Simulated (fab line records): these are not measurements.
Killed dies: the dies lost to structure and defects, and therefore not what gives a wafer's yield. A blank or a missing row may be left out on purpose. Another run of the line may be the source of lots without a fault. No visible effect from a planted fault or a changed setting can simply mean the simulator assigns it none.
Chamber matching / flow sfq_line / cmp-02 running SFQ_TRILAYER_I4_CMP_CMP_100: 4 sister chambers
The step polishes SiO2. 8 wafers are shown with their chamber, then 8 later ones without.

== WAFERS PAIRED WITH THEIR CHAMBERS ==
wafer=L198.6; chamber=2; motor_current_A (A)=9.7; time_to_endpoint_s (s)=216
wafer=L206.3; chamber=3; motor_current_A (A)=10.9; time_to_endpoint_s (s)=200
wafer=L206.4; chamber=2; motor_current_A (A)=8.8; time_to_endpoint_s (s)=208
wafer=L206.1; chamber=1; motor_current_A (A)=9.4; time_to_endpoint_s (s)=200
wafer=L208.3; chamber=0; motor_current_A (A)=10.5; time_to_endpoint_s (s)=197
wafer=L208.4; chamber=3; motor_current_A (A)=11.1; time_to_endpoint_s (s)=202
wafer=L208.5; chamber=1; motor_current_A (A)=9.5; time_to_endpoint_s (s)=217
wafer=L213.1; chamber=0; motor_current_A (A)=10.1; time_to_endpoint_s (s)=209

== WAFERS WHOSE CHAMBER IS MISSING ==
wafer=L213.4; motor_current_A (A)=10.4; time_to_endpoint_s (s)=206
wafer=L213.6; motor_current_A (A)=9.0; time_to_endpoint_s (s)=211
wafer=L215.2; motor_current_A (A)=8.9; time_to_endpoint_s (s)=217
wafer=L215.4; motor_current_A (A)=10.5; time_to_endpoint_s (s)=212
wafer=L215.5; motor_current_A (A)=8.5; time_to_endpoint_s (s)=220
wafer=L219.2; motor_current_A (A)=9.0; time_to_endpoint_s (s)=212
wafer=L219.3; motor_current_A (A)=9.7; time_to_endpoint_s (s)=218
wafer=L219.1; motor_current_A (A)=10.3; time_to_endpoint_s (s)=216

== WHICH CHAMBER EACH ONE RAN IN ==
wafer=L213.4; from the rows above=can't be placed: 0 or 3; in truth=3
wafer=L213.6; from the rows above=can't be placed: 2 or 1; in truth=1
wafer=L215.2; from the rows above=can't be placed: 2 or 1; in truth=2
wafer=L215.4; from the rows above=can't be placed: 0 or 3 or 1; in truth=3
wafer=L215.5; from the rows above=can't be placed: 2 or 1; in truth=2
wafer=L219.2; from the rows above=can't be placed: 2 or 1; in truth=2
wafer=L219.3; from the rows above=can't be placed: 1 or 2 or 0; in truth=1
wafer=L219.1; from the rows above=can't be placed: 0 or 1 or 3 or 2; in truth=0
Correct placement for 0 of the 8. These rows do not allow placing 8 (true chamber among the candidates in 8). Placed wrongly: 0.
How it was worked out, from the rows above alone: a wafer's distance from a chamber is the root of the sum, over the readings, of the square of ((its reading less the chamber's mean) divided by the reading's scatter). If the next closest chamber is less than 2 further off than the closest, the wafer can't be placed; otherwise it belongs to the closest. For every chamber, the mean is computed from those of its wafers that are shown. The scatter: the root of (the sum of the squares of (reading less its chamber's mean) over the shown wafers, divided by (wafers less chambers)).
